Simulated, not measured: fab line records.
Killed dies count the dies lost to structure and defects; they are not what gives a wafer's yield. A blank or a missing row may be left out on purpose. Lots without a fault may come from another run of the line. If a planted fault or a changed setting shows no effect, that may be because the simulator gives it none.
fab line records + flow sky130
record:
- lots: 6
- wafers: 18
- last-day: 50
route steps=708 shown FIELD_ISO@3 PAD_OPEN@708
lots untouched by any fault: they come from a run of this same line in which no faults occurred
start-h: hours from the record's opening day to when the first of the lot's shown wafers began + wait-h: how many hours have passed since the lot's step before this one + " same as the row above + L1.1+2: a single row standing in for several wafers + - value missing, or start not given + * or withheld: withheld + < > ~ a bound
route shown NAME@n: names a module that has steps shown in the file, with the first one's number in the route + usual: mean and standard deviation over wafers with no fault + same: alike in all rows + chamber/n: place in a boat + sites: each site's reading + _std_site: the values' standard deviation + _edge_site: the outer-site mean with the inner-site mean subtracted + radius-mm: how far each site lies from the wafer's centre + mask NAME#n: copy n + behind: the most recent tool/chamber to have shaped the wafer + hold: why the lot went on hold/how many hours it stayed there/how the hold came to an end + device: which transistor (n, p or np) failed to switch + end of line: the same wafers' tests at the end of the route + for a step that has no rows: nothing shown but its recipe + killed: dies that structure and defects cost at the first sort, which is not the same as the wafer's yield + map: a wafer's dies, x killed, . not, _ none there
set.NAME: setting as actually run; set.NAME@STEP: the setting as run at that earlier step + model.NAME: the simulator's own value behind a step, which no gauge read
lots at some steps of the route; a table a step, a row a wafer
services: from which hour (start-h, from the record's first day; less than 0 if before it) a tool's chamber was out of use, for how many hours, and why
== steps ==
step: SKY_FIELD_ISO_THK_MEAS_02
recipe:
- reads: SiO2_of_FIELD_ISO_OXIDATION_01
usual:
- FIELD_ISO_OXIDATION_00_THK: 12.08/0.23
| lot.wafer | tool          | chamber | start-h | wait-h | FIELD_ISO_OXIDATION_00_THK[nm] |
|-----------|---------------|---------|---------|--------|--------------------------------|
| L297.2    | film-metro-01 | -       | 26.64   | 0.0    | 12.20                          |
| L297.4    | "             | -       | "       | "      | 12.08                          |
| L297.6    | "             | -       | "       | "      | 11.95                          |
| L307.2    | film-metro-04 | -       | 77.11   | 0.0    | 12.25                          |
| L307.3    | "             | -       | "       | "      | 12.33                          |
| L307.4    | "             | -       | "       | "      | 12.18                          |
| L308.1    | film-metro-03 | -       | 82.11   | 0.0    | 11.62                          |
| L308.4    | "             | -       | "       | "      | 11.74                          |
| L308.6    | "             | -       | "       | "      | 11.77                          |
| L309.2    | film-metro-04 | -       | 86.64   | 0.0    | 12.41                          |
| L309.4    | "             | -       | "       | "      | 12.09                          |
| L309.5    | "             | -       | "       | "      | 11.88                          |
| L316.1    | film-metro-03 | -       | 122.50  | 0.0    | 11.94                          |
| L316.2    | "             | -       | "       | "      | 11.93                          |
| L316.6    | "             | -       | "       | "      | 11.95                          |
| L317.1    | film-metro-04 | -       | 127.49  | 0.0    | 12.17                          |
| L317.4    | "             | -       | "       | "      | 12.24                          |
| L317.6    | "             | -       | "       | "      | 12.09                          |
step: SKY_FIELD_ISO_CVD_03
recipe:
- material: Si3N4
- precursor: DCS/NH3
- target-thk-nm: 165
- temp-c: 770
- time-s: 2830
- pressure-mtorr: 250
step: SKY_FIELD_ISO_THK_MEAS_04
recipe:
- reads: Si3N4_of_FIELD_ISO_CVD_03
usual:
- FIELD_ISO_CVD_03_THK: 163.9/2
| lot.wafer | tool          | chamber | start-h | wait-h | FIELD_ISO_CVD_03_THK[nm] |
|-----------|---------------|---------|---------|--------|--------------------------|
| L297.2    | film-metro-04 | -       | 28.49   | 0.0    | 163.2                    |
| L297.4    | "             | -       | "       | "      | 161.8                    |
| L297.6    | "             | -       | "       | "      | 162.0                    |
| L307.2    | film-metro-03 | -       | 79.58   | 0.0    | 163.6                    |
| L307.3    | "             | -       | "       | "      | 164.0                    |
| L307.4    | "             | -       | "       | "      | 164.6                    |
| L308.1    | film-metro-01 | -       | 83.96   | 0.0    | 167.4                    |
| L308.4    | "             | -       | "       | "      | 166.6                    |
| L308.6    | "             | -       | "       | "      | 167.3                    |
| L309.2    | film-metro-03 | -       | 88.49   | 0.0    | 165.1                    |
| L309.4    | "             | -       | "       | "      | 163.6                    |
| L309.5    | "             | -       | "       | "      | 165.2                    |
| L316.1    | film-metro-03 | -       | 128.58  | 0.0    | 166.6                    |
| L316.2    | "             | -       | "       | "      | 166.5                    |
| L316.6    | "             | -       | "       | "      | 165.1                    |
| L317.1    | film-metro-04 | -       | 133.61  | 0.0    | 161.7                    |
| L317.4    | "             | -       | "       | "      | 160.2                    |
| L317.6    | "             | -       | "       | "      | 162.3                    |
step: SKY_FIELD_ISO_DEHYDRATE_05
recipe:
- temp-c: 200
- time-s: 60
step: SKY_FIELD_ISO_HMDS_06
recipe:
- prime-time-s: 60
- prime-temp-c: 120
step: SKY_FIELD_ISO_COAT_07
recipe:
- resist: BARC
- temp-c: withheld
- time-s: withheld
- spin-rpm: 3000
- resist-thk-nm: 60
step: SKY_FIELD_ISO_COAT_08
recipe:
- resist: KrF-thick
- spin-rpm: 3000
- resist-thk-nm: 450
step: SKY_FIELD_ISO_SOFTBAKE_09
recipe:
- temp-c: 98.79
- time-s: 90
- resist: KrF-thick
step: SKY_FIELD_ISO_EXPOSE_10
recipe:
- mask-id: FOM
- na: 0.68
- source-shape: annular
- sigma-inner: 0.4
- sigma-outer: 0.8
- target-cd-nm: 150
- dose-mj: 28
step: SKY_FIELD_ISO_PEB_11
recipe:
- peb-temp-c: withheld
- peb-time-s: withheld
- resist: KrF-thick
step: SKY_FIELD_ISO_DEVELOP_12
recipe:
- develop-time-s: 60
- resist: KrF-thick
- dev-temp-c: 21
step: SKY_FIELD_ISO_CD_MEAS_13
recipe:
- target-cd-nm: 150
usual:
- cd-nm: 149.5/1.6
| lot.wafer | tool      | chamber | start-h | wait-h | cd-nm |
|-----------|-----------|---------|---------|--------|-------|
| L297.2    | cd-sem-02 | -       | 42.71   | -      | 150.2 |
| L297.4    | "         | -       | "       | "      | 149.8 |
| L297.6    | "         | -       | "       | "      | 149.4 |
| L307.2    | cd-sem-02 | -       | 96.57   | -      | 152.3 |
| L307.3    | "         | -       | "       | "      | 151.5 |
| L307.4    | "         | -       | "       | "      | 152.2 |
| L308.1    | cd-sem-01 | -       | 101.79  | -      | 148.1 |
| L308.4    | "         | -       | "       | "      | 149.1 |
| L308.6    | "         | -       | "       | "      | 150.0 |
| L309.2    | cd-sem-02 | -       | 105.76  | -      | 147.3 |
| L309.4    | "         | -       | "       | "      | 148.7 |
| L309.5    | "         | -       | "       | "      | 147.2 |
| L316.1    | cd-sem-01 | -       | 146.19  | -      | 151.2 |
| L316.2    | "         | -       | "       | "      | 150.5 |
| L316.6    | "         | -       | "       | "      | 150.6 |
| L317.1    | cd-sem-02 | -       | 151.89  | -      | 147.2 |
| L317.4    | "         | -       | "       | "      | 146.5 |
| L317.6    | "         | -       | "       | "      | 148.3 |
step: SKY_FIELD_ISO_ETCH_14
recipe:
- chemistry: N2/H2
- target: BARC
- ion-energy-ev: 200
- source-w: 500
- bias-w: 100
- pressure-mtorr: 30
- n2-flow-sccm: 100
- h2-flow-sccm: 200
- stop-on: SiO2
- time-s: 45.9
- target-depth-a: 600
usual:
- bias-w: 100.03/0.3
- chamber-pressure-mTorr: 29.999/0.03
- drypump-motor-current-A: 5.5/0.33
- oes-product-au: 0.855/0.0043
- throttle-valve-pct: 13.224/0.0096
| lot.wafer | tool        | chamber | start-h | wait-h | bias-w | chamber-pressure-mTorr | drypump-motor-current-A | oes-product-au | rf-hours-counter-h | throttle-valve-pct | model.KrF-thick_of_FIELD_ISO_COAT_08.thk-nm |
|-----------|-------------|---------|---------|--------|--------|------------------------|-------------------------|----------------|--------------------|--------------------|---------------------------------------------|
| L297.2    | rie-diel-04 | 3       | 42.81   | 0.1    | 100.59 | 30.021                 | 5.4                     | 0.861          | 8                  | 13.226             | 391.6                                       |
| L297.4    | "           | 1       | "       | "      | 100.04 | 30.023                 | 5.5                     | 0.857          | 148                | 13.207             | 391.6                                       |
| L297.6    | "           | 0       | "       | "      | 99.96  | 29.974                 | 5.3                     | 0.849          | -                  | 13.209             | 392.2                                       |
| L307.2    | rie-diel-02 | 2       | 96.67   | 0.1    | -      | -                      | -                       | -              | -                  | -                  | 437.2                                       |
| L307.3    | "           | 1       | "       | "      | -      | -                      | -                       | -              | -                  | -                  | 436.9                                       |
| L307.4    | "           | 2       | "       | "      | -      | -                      | -                       | -              | -                  | -                  | 438.2                                       |
| L308.1    | rie-diel-04 | 0       | 101.91  | 0.1    | -      | -                      | -                       | -              | -                  | -                  | 437.2                                       |
| L308.4    | "           | 1       | "       | "      | -      | -                      | -                       | -              | -                  | -                  | 437.7                                       |
| L308.6    | "           | 0       | "       | "      | -      | -                      | -                       | -              | -                  | -                  | 437.2                                       |
| L309.2    | rie-diel-04 | 0       | 105.86  | 0.1    | 99.99  | 29.979                 | 5.3                     | 0.854          | 7                  | 13.224             | 396                                         |
| L309.4    | "           | 2       | "       | "      | 99.97  | 30.048                 | 5.4                     | 0.857          | 40                 | 13.211             | 393.8                                       |
| L309.5    | "           | 3       | "       | "      | 99.99  | 29.988                 | 5.3                     | 0.851          | -                  | 13.227             | 394                                         |
| L316.1    | rie-diel-02 | 0       | 146.31  | 0.1    | 100.11 | 29.986                 | 6.2                     | 0.851          | 51                 | 13.212             | 392.8                                       |
| L316.2    | "           | 2       | "       | "      | 99.65  | 30.010                 | 5.6                     | 0.854          | 125                | 13.239             | 393                                         |
| L316.6    | "           | 3       | "       | "      | 100.06 | 30.027                 | 6.1                     | 0.859          | -                  | 13.220             | 393                                         |
| L317.1    | rie-diel-04 | 1       | 152.01  | 0.1    | 100.16 | 29.991                 | 5.5                     | 0.860          | 150                | 13.233             | 393.2                                       |
| L317.4    | "           | 2       | "       | "      | 100.42 | 30.042                 | 5.3                     | 0.852          | 41                 | 13.217             | 391.8                                       |
| L317.6    | "           | 1       | "       | "      | 100.06 | 29.978                 | 5.5                     | 0.850          | -                  | 13.242             | 393.6                                       |
step: SKY_FIELD_ISO_ETCH_15
recipe:
- chemistry: CHF3/O2
- target-depth-nm: 180
- stop-on: Si
- source-w: 600
- bias-w: 200
- pressure-mtorr: 40
- chf3-flow-sccm: 50
- O2_flow_sccm: 5
- time-s: 72
usual:
- O2_flow_sccm: 5.003/0.015
- bias-w: 200.0/0.61
- drypump-motor-current-A: 5.5/0.34
- oes-product-au: 0.943/0.0079
- throttle-valve-pct: 8.842/0.0088
| lot.wafer | tool        | chamber | start-h | wait-h | O2_flow_sccm | bias-w | drypump-motor-current-A | oes-product-au | rf-hours-counter-h | throttle-valve-pct | model.KrF-thick_of_FIELD_ISO_COAT_08.thk-nm |
|-----------|-------------|---------|---------|--------|--------------|--------|-------------------------|----------------|--------------------|--------------------|---------------------------------------------|
| L297.2    | rie-diel-04 | 3       | 42.86   | 0.0    | 4.964        | 199.8  | 5.3                     | 0.941          | 8                  | 8.842              | 235.3                                       |
| L297.4    | "           | 1       | "       | "      | 4.997        | 200.0  | 5.5                     | 0.940          | 148                | 8.847              | 231.9                                       |
| L297.6    | "           | 0       | "       | "      | 5.003        | 199.8  | 5.3                     | 0.935          | -                  | 8.843              | 235.6                                       |
| L307.2    | rie-diel-02 | 2       | 96.71   | 0.0    | 5.044        | 200.5  | 5.6                     | 0.379          | 124                | 8.678              | 277.8                                       |
| L307.3    | "           | 1       | "       | "      | 4.999        | 199.2  | 6.3                     | 0.372          | 85                 | 8.655              | 280.7                                       |
| L307.4    | "           | 2       | "       | "      | 5.018        | 200.3  | 5.6                     | 0.373          | -                  | 8.662              | 279.6                                       |
| L308.1    | rie-diel-04 | 0       | 101.96  | 0.0    | 5.011        | 200.5  | 5.3                     | 0.377          | 7                  | 8.661              | 282.9                                       |
| L308.4    | "           | 1       | "       | "      | 5.002        | 199.8  | 5.5                     | 0.380          | 149                | 8.673              | 278.7                                       |
| L308.6    | "           | 0       | "       | "      | 5.001        | 200.9  | 5.3                     | 0.369          | -                  | 8.683              | 282.6                                       |
| L309.2    | rie-diel-04 | 0       | 105.91  | 0.0    | 5.024        | 199.9  | 5.3                     | 0.950          | 7                  | 8.851              | 242.4                                       |
| L309.4    | "           | 2       | "       | "      | 4.977        | 199.8  | 5.4                     | 0.942          | 40                 | 8.837              | 236.6                                       |
| L309.5    | "           | 3       | "       | "      | 5.010        | 199.8  | 5.4                     | 0.944          | -                  | 8.847              | 238.3                                       |
| L316.1    | rie-diel-02 | 0       | 146.35  | 0.0    | 4.987        | 201.0  | 6.2                     | 0.952          | 51                 | 8.853              | 235                                         |
| L316.2    | "           | 2       | "       | "      | 5.012        | 200.7  | 5.6                     | 0.953          | 125                | 8.836              | 231.5                                       |
| L316.6    | "           | 3       | "       | "      | 5.014        | 200.1  | 6.1                     | 0.947          | -                  | 8.848              | 234.8                                       |
| L317.1    | rie-diel-04 | 1       | 152.05  | 0.0    | 4.990        | 200.1  | 5.5                     | 0.935          | 150                | 8.832              | 234                                         |
| L317.4    | "           | 2       | "       | "      | 4.995        | 200.1  | 5.3                     | 0.932          | 41                 | 8.835              | 234.3                                       |
| L317.6    | "           | 1       | "       | "      | 4.996        | 200.2  | 5.5                     | 0.932          | -                  | 8.843              | 233.6                                       |
step: SKY_FIELD_ISO_STRIP_16
recipe:
- chemistry: O2/N2
- power-w: 1400
- pressure-mtorr: 1500
- platen-temp-c: withheld
- o2-flow-sccm: 3000
- n2-flow-sccm: 300
- overash-fraction: 0.5
usual:
- drypump-motor-current-A: 5.8/0.44
- oes-product-au: 0.377/0.0051
- strip-time-to-endpoint-s: 3.540/0.028
| lot.wafer | tool            | chamber | start-h | wait-h | drypump-motor-current-A | oes-product-au | rf-hours-counter-h | strip-time-to-endpoint-s |
|-----------|-----------------|---------|---------|--------|-------------------------|----------------|--------------------|--------------------------|
| L297.2    | plasma-asher-03 | 0       | 42.91   | 0.0    | 6.2                     | 0.374          | 23                 | 3.536                    |
| L297.4    | "               | 0       | "       | "      | 6.2                     | 0.381          | -                  | 3.510                    |
| L297.6    | "               | 0       | "       | "      | 6.2                     | 0.381          | -                  | 3.549                    |
| L307.2    | plasma-asher-03 | 0       | 96.77   | 0.0    | 6.2                     | 0.395          | 29                 | 3.994                    |
| L307.3    | "               | 0       | "       | "      | 6.2                     | 0.407          | -                  | 4.032                    |
| L307.4    | "               | 1       | "       | "      | 5.8                     | 0.404          | -                  | 4.018                    |
| L308.1    | plasma-asher-03 | 1       | 102.01  | 0.0    | 5.8                     | 0.397          | 29                 | 4.047                    |
| L308.4    | "               | 0       | "       | "      | 6.2                     | 0.391          | -                  | 4.015                    |
| L308.6    | "               | 1       | "       | "      | 5.8                     | 0.395          | -                  | 4.049                    |
| L309.2    | plasma-asher-03 | 0       | 105.96  | 0.0    | 6.2                     | 0.381          | 30                 | 3.618                    |
| L309.4    | "               | 0       | "       | "      | 6.2                     | 0.380          | -                  | 3.579                    |
| L309.5    | "               | 1       | "       | "      | 5.8                     | 0.386          | -                  | 3.565                    |
| L316.1    | plasma-asher-03 | 0       | 146.41  | 0.0    | 6.2                     | 0.384          | 34                 | 3.550                    |
| L316.2    | "               | 1       | "       | "      | 5.8                     | 0.380          | 34                 | 3.495                    |
| L316.6    | "               | 1       | "       | "      | 5.8                     | 0.378          | -                  | 3.534                    |
| L317.1    | plasma-asher-01 | 0       | 152.10  | 0.0    | 5.6                     | 0.379          | 46                 | 3.523                    |
| L317.4    | "               | 1       | "       | "      | 5.9                     | 0.383          | -                  | 3.539                    |
| L317.6    | "               | 0       | "       | "      | 5.6                     | 0.374          | -                  | 3.540                    |
step: SKY_FIELD_ISO_ETCH_17
recipe:
- target-depth-a: 3420
- mask-material: Si3N4
- chemistry: HBr/Cl2/O2
- target: Si
- taper-deg: 5
- icp-w: 600
- bias-w: 150
- pressure-mtorr: 15
- HBr_flow_sccm: 150
- Cl2_flow_sccm: 40
- O2_flow_sccm: 6
- time-s: 97.7
usual:
- HBr_flow_sccm: 150.0/0.47
- O2_flow_sccm: 5.998/0.017
- bias-w: 150.0/0.44
- drypump-motor-current-A: 5.89/0.25
- oes-product-au: 0.999/0.0089
- throttle-valve-pct: 25.656/0.01
| lot.wafer | tool      | chamber | start-h | wait-h | HBr_flow_sccm | O2_flow_sccm | bias-w | drypump-motor-current-A | oes-product-au | rf-hours-counter-h | throttle-valve-pct |
|-----------|-----------|---------|---------|--------|---------------|--------------|--------|-------------------------|----------------|--------------------|--------------------|
| L297.2    | rie-si-02 | 0       | 43.01   | 0.1    | 150.4         | 6.016        | 150.3  | 5.68                    | 0.997          | 99                 | 25.668             |
| L297.4    | "         | 0       | "       | "      | 150.0         | 5.985        | 150.6  | 5.71                    | 1.002          | -                  | 25.638             |
| L297.6    | "         | 3       | "       | "      | 149.6         | 5.972        | 150.5  | 6.09                    | 0.992          | -                  | 25.665             |
| L307.2    | rie-si-01 | 1       | 96.87   | 0.1    | 149.9         | 6.005        | 149.9  | 6.12                    | 0.989          | 2                  | 25.663             |
| L307.3    | "         | 3       | "       | "      | 150.1         | 5.992        | 150.1  | 6.32                    | 0.978          | 38                 | 25.661             |
| L307.4    | "         | 0       | "       | "      | 149.9         | 6.002        | 150.3  | 5.50                    | 0.988          | 118                | 25.663             |
| L308.1    | rie-si-01 | 3       | 102.11  | 0.1    | 150.7         | 5.988        | 150.4  | 6.31                    | 0.984          | 38                 | 25.655             |
| L308.4    | "         | 2       | "       | "      | 150.0         | 6.002        | 149.4  | 5.62                    | 0.996          | 80                 | 25.661             |
| L308.6    | "         | 2       | "       | "      | 149.3         | 6.001        | 149.3  | 5.64                    | 0.998          | -                  | 25.659             |
| L309.2    | rie-si-02 | 2       | 106.06  | 0.1    | 150.0         | 6.022        | 149.1  | 6.06                    | 0.988          | 70                 | 25.668             |
| L309.4    | "         | 0       | "       | "      | 150.5         | 5.980        | 150.3  | 5.69                    | 0.998          | 100                | 25.645             |
| L309.5    | "         | 1       | "       | "      | 149.3         | 5.966        | 149.5  | 5.78                    | 0.998          | -                  | 25.640             |
| L316.1    | rie-si-02 | 2       | 146.51  | 0.1    | 150.3         | 5.985        | 150.2  | 6.08                    | 0.984          | 70                 | 25.654             |
| L316.2    | "         | 1       | "       | "      | 149.6         | 6.007        | 149.6  | 5.81                    | 1.006          | 1                  | 25.641             |
| L316.6    | "         | 1       | "       | "      | 150.0         | 6.041        | 149.9  | 5.76                    | 1.006          | -                  | 25.649             |
| L317.1    | rie-si-02 | 1       | 152.20  | 0.1    | 150.7         | 5.994        | 149.4  | 5.75                    | 1.013          | 1                  | 25.643             |
| L317.4    | "         | 1       | "       | "      | 150.6         | 6.027        | 149.9  | 5.75                    | 1.006          | -                  | 25.655             |
| L317.6    | "         | 2       | "       | "      | 150.1         | 5.992        | 149.9  | 6.03                    | 0.994          | -                  | 25.659             |
step: SKY_PAD_OPEN_PROBE_99
usual:
- killed_at_M0_to_M3: 43/7.4
- killed_at_M4_up: 3.1/1.8
- killed-at-contacts: 26/5.6
- killed-at-front-end: 15/4.9
- killed-at-other: 0.2/0.44
- killed-dies: 87/10
- killed-on-rim: 17/3.7
- killed-open: 48/7.6
- killed-short: 39/6.2
same:
- gross-dies: 492
- killed-at-back-side: 0
| lot.wafer | tool      | chamber | start-h | wait-h | killed_at_M0_to_M3 | killed_at_M4_up | killed-at-contacts | killed-at-front-end | killed-at-other | killed-dies | killed-on-rim | killed-open | killed-short |
|-----------|-----------|---------|---------|--------|--------------------|-----------------|--------------------|---------------------|-----------------|-------------|---------------|-------------|--------------|
| L297.2    | prober-01 | -       | 1104.87 | 0.1    | 48                 | 8               | 18                 | 17                  | 0               | 91          | 20            | 46          | 45           |
| L297.4    | prober-01 | -       | 1104.97 | 0.2    | 47                 | 3               | 24                 | 23                  | 0               | 97          | 18            | 63          | 34           |
| L297.6    | prober-01 | -       | 1105.07 | 0.2    | 45                 | 3               | 26                 | 14                  | 0               | 88          | 13            | 41          | 47           |
| L307.2    | prober-02 | -       | 1153.12 | 0.1    | 34                 | 2               | 33                 | 423                 | 0               | 492         | 96            | 48          | 36           |
| L307.3    | prober-02 | -       | 1153.17 | 0.2    | 24                 | 3               | 18                 | 447                 | 0               | 492         | 96            | 30          | 28           |
| L307.4    | prober-02 | -       | 1153.22 | 0.2    | 37                 | 1               | 21                 | 433                 | 0               | 492         | 96            | 43          | 37           |
| L308.1    | prober-01 | -       | 1159.00 | 0.1    | 37                 | 5               | 28                 | 422                 | 0               | 492         | 96            | 42          | 42           |
| L308.4    | prober-01 | -       | 1159.15 | 0.2    | 38                 | 6               | 20                 | 427                 | 1               | 492         | 96            | 39          | 32           |
| L308.6    | prober-01 | -       | 1159.25 | 0.2    | 58                 | 3               | 22                 | 409                 | 0               | 492         | 96            | 58          | 37           |
| L309.2    | prober-02 | -       | 1161.02 | 0.1    | 33                 | 2               | 34                 | 12                  | 0               | 81          | 13            | 44          | 37           |
| L309.4    | prober-02 | -       | 1161.12 | 0.2    | 45                 | 3               | 23                 | 14                  | 0               | 85          | 21            | 50          | 35           |
| L309.5    | prober-02 | -       | 1161.17 | 0.2    | 45                 | 1               | 26                 | 25                  | 1               | 98          | 17            | 55          | 41           |
killed by level:class
L297.2 VIA1:geometric-particle:open=14 METAL2:geometric-particle:short=8 VIA1:geometric-particle:short=7 METAL4:geometric-particle:short=6 LI_CONTACT:geometric-particle:open=6 CONTACT:geometric-particle:open=6 FIELD_ISO:geometric-particle:open=5 METAL1:geometric-particle:short=5
L297.4 CONTACT:geometric-particle:open=14 VIA1:geometric-particle:open=12 VIA2:geometric-particle:open=9 POLY_GATE:geometric-particle:open=6 VIA3:geometric-particle:open=6 FIELD_ISO:geometric-particle:open=5 VIA1:geometric-particle:short=5 POLY_GATE:geometric-particle:short=4
L297.6 CONTACT:geometric-particle:open=15 VIA1:geometric-particle:short=12 FIELD_ISO:geometric-particle:short=7 VIA1:geometric-particle:open=7 METAL3:geometric-particle:short=7 METAL2:geometric-particle:short=6 VIA3:geometric-particle:open=5 FIELD_ISO:geometric-particle:open=4
L307.2 FIELD_ISO:area-etch=408 CONTACT:geometric-particle:open=13 VIA1:geometric-particle:open=10 FIELD_ISO:geometric-particle:open=7 CONTACT:geometric-particle:short=7 METAL2:geometric-particle:short=7 LI_CONTACT:geometric-particle:open=6 LOCAL_INTERCONNECT:geometric-particle:short=5
L307.3 FIELD_ISO:area-etch=434 CONTACT:geometric-particle:open=9 VIA1:geometric-particle:open=7 VIA1:geometric-particle:short=4 FIELD_ISO:geometric-particle:short=3 POLY_GATE:geometric-particle:open=3 SPACER:geometric-particle:open=3 CONTACT:geometric-particle:short=3
L307.4 FIELD_ISO:area-etch=412 CONTACT:geometric-particle:open=8 LI_CONTACT:geometric-particle:open=6 VIA2:geometric-particle:open=6 FIELD_ISO:geometric-particle:open=5 METAL1:geometric-particle:short=5 VIA1:geometric-particle:open=5 METAL3:geometric-particle:short=5
L308.1 FIELD_ISO:area-etch=408 CONTACT:geometric-particle:open=8 METAL1:geometric-particle:short=8 LI_CONTACT:geometric-particle:open=6 VIA3:geometric-particle:open=6 VIA1:geometric-particle:open=6 VIA2:geometric-particle:open=6 LOCAL_INTERCONNECT:geometric-particle:short=5
L308.4 FIELD_ISO:area-etch=421 CONTACT:geometric-particle:open=11 VIA2:geometric-particle:open=10 VIA1:geometric-particle:open=6 METAL4:geometric-particle:short=6 CONTACT:geometric-particle:short=5 METAL2:geometric-particle:short=5 VIA3:geometric-particle:open=5
L308.6 FIELD_ISO:area-etch=397 VIA1:geometric-particle:open=13 VIA3:geometric-particle:open=12 CONTACT:geometric-particle:open=10 VIA1:geometric-particle:short=6 METAL2:geometric-particle:short=6 VIA2:geometric-particle:open=6 VIA3:geometric-particle:short=5
L309.2 VIA1:geometric-particle:open=9 LOCAL_INTERCONNECT:geometric-particle:short=8 LI_CONTACT:geometric-particle:open=7 VIA3:geometric-particle:open=7 CONTACT:geometric-particle:open=7 POLY_GATE:geometric-particle:short=5 LI_CONTACT:geometric-particle:short=5 VIA1:geometric-particle:short=5
L309.4 VIA1:geometric-particle:open=14 CONTACT:geometric-particle:open=11 VIA2:geometric-particle:open=9 FIELD_ISO:geometric-particle:short=5 LI_CONTACT:geometric-particle:open=4 VIA1:geometric-particle:short=4 CONTACT:geometric-particle:short=4 METAL3:geometric-particle:short=4
L309.5 VIA1:geometric-particle:open=17 POLY_GATE:geometric-particle:short=8 CONTACT:geometric-particle:short=8 VIA3:geometric-particle:open=8 CONTACT:geometric-particle:open=6 POLY_GATE:geometric-particle:open=6 LI_CONTACT:geometric-particle:open=6 FIELD_ISO:geometric-particle:open=4
map L307.2 (x killed, . not)
__________xxxxxxxxxx_________
________xxxxxxxxxxxxxx_______
______xxxxxxxxxxxxxxxxxx_____
_____xxxxxxxxxxxxxxxxxxxx____
____xxxxxxxxxxxxxxxxxxxxxx___
___xxxxxxxxxxxxxxxxxxxxxxxx__
__xxxxxxxxxxxxxxxxxxxxxxxxxx_
_xxxxxxxxxxxxxxxxxxxxxxxxxxxx
_xxxxxxxxxxxxxxxxxxxxxxxxxxxx
_xxxxxxxxxxxxxxxxxxxxxxxxxxxx
_xxxxxxxxxxxxxxxxxxxxxxxxxxxx
_xxxxxxxxxxxxxxxxxxxxxxxxxxxx
_xxxxxxxxxxxxxxxxxxxxxxxxxxxx
_xxxxxxxxxxxxxxxxxxxxxxxxxxxx
_xxxxxxxxxxxxxxxxxxxxxxxxxxxx
__xxxxxxxxxxxxxxxxxxxxxxxxxx_
___xxxxxxxxxxxxxxxxxxxxxxxx__
____xxxxxxxxxxxxxxxxxxxxxx___
_____xxxxxxxxxxxxxxxxxxxx____
______xxxxxxxxxxxxxxxxxx_____
________xxxxxxxxxxxxxx_______
__________xxxxxxxxxx_________
map L308.1 (x killed, . not)
__________xxxxxxxxxx_________
________xxxxxxxxxxxxxx_______
______xxxxxxxxxxxxxxxxxx_____
_____xxxxxxxxxxxxxxxxxxxx____
____xxxxxxxxxxxxxxxxxxxxxx___
___xxxxxxxxxxxxxxxxxxxxxxxx__
__xxxxxxxxxxxxxxxxxxxxxxxxxx_
_xxxxxxxxxxxxxxxxxxxxxxxxxxxx
_xxxxxxxxxxxxxxxxxxxxxxxxxxxx
_xxxxxxxxxxxxxxxxxxxxxxxxxxxx
_xxxxxxxxxxxxxxxxxxxxxxxxxxxx
_xxxxxxxxxxxxxxxxxxxxxxxxxxxx
_xxxxxxxxxxxxxxxxxxxxxxxxxxxx
_xxxxxxxxxxxxxxxxxxxxxxxxxxxx
_xxxxxxxxxxxxxxxxxxxxxxxxxxxx
__xxxxxxxxxxxxxxxxxxxxxxxxxx_
___xxxxxxxxxxxxxxxxxxxxxxxx__
____xxxxxxxxxxxxxxxxxxxxxx___
_____xxxxxxxxxxxxxxxxxxxx____
______xxxxxxxxxxxxxxxxxx_____
________xxxxxxxxxxxxxx_______
__________xxxxxxxxxx_________
== services ==
| tool            | chamber | start-h | hours | kind           |
|-----------------|---------|---------|-------|----------------|
| rie-diel-04     | 1       | 19.81   | 2.0   | repair         |
| rie-si-02       | 1       | 29.14   | -     | clean          |
| rie-si-02       | 1       | 29.14   | 25.9  | scheduled-down |
| rie-si-02       | 1       | 29.14   | 25.9  | vent-cycle     |
| rie-si-02       | 3       | 54.12   | 21.5  | repair         |
| rie-diel-02     | -       | 77.32   | 15.6  | pm             |
| rie-diel-04     | 0       | 78.04   | 4.9   | repair         |
| rie-si-01       | 3       | 79.92   | 7.3   | repair         |
| rie-diel-02     | 3       | 96.64   | 15.9  | repair         |
| rie-si-02       | 1       | 109.92  | 2.0   | repair         |
| plasma-asher-03 | -       | 120.57  | 0.9   | repair         |
| rie-diel-02     | 2       | 121.86  | 12.1  | repair         |
| rie-diel-02     | 1       | 129.13  | 28.8  | repair         |
| rie-si-02       | 3       | 150.21  | -     | clean          |
| rie-si-02       | 3       | 150.21  | 19.0  | scheduled-down |
| rie-si-02       | 3       | 150.21  | 19.0  | vent-cycle     |
== key ==
first-sign:
- step: SKY_FIELD_ISO_ETCH_14
- reading: tool-record
- direction: missing
effect:
- step: SKY_FIELD_ISO_ETCH_15
- reading: oes-product-au
- direction: down
- sigmas: 71
- usual: 0.943
- struck: 0.375
effect:
- step: SKY_FIELD_ISO_STRIP_16
- reading: strip-time-to-endpoint-s
- direction: up
- sigmas: 17
- usual: *
- struck: *
effect:
- step: SKY_PAD_OPEN_PROBE_99
- reading: killed-at-front-end
- direction: up
- sigmas: 85
- usual: 15
- struck: 427
model-effect:
- step: SKY_FIELD_ISO_ETCH_14
- value: KrF-thick_of_FIELD_ISO_COAT_08.thk-nm
- without: 394
- struck: 437.4
model-effect:
- step: SKY_FIELD_ISO_ETCH_15
- value: KrF-thick_of_FIELD_ISO_COAT_08.thk-nm
- without: 237
- struck: 280.4
more-kills-born-at:
- SKY_FIELD_ISO_ETCH_14@rie-diel-02: 1254
- SKY_FIELD_ISO_ETCH_14@rie-diel-04: 1226
met-at SKY_FIELD_ISO_ETCH_14
struck-wafers L307.2,L307.3,L307.4,L308.1,L308.4,L308.6
later-rows-left-out L307.2,L307.3,L307.4,L308.1,L308.4,L308.6
tester-left-out L307,L308
onset-between 42.81 96.67
fault:
- kind: skipped-step-whole
- tool: rie-diel-02,rie-diel-04
- chamber: -
- onset-h: 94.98
- steps: SKY_FIELD_ISO_ETCH_14
- scope: struck-lots-only
tester-left-out: of these lots the tester's yield and bins aren't shown, on N5 and GAA mostly nor the transistor test; their killed dies are dies lost to structure and defects alone, not to doping, threshold or leakage, so they don't give the yield
later-rows-left-out: the simulator's readings of these wafers behind a module that went badly wrong aren't trusted and aren't shown, but for the sort
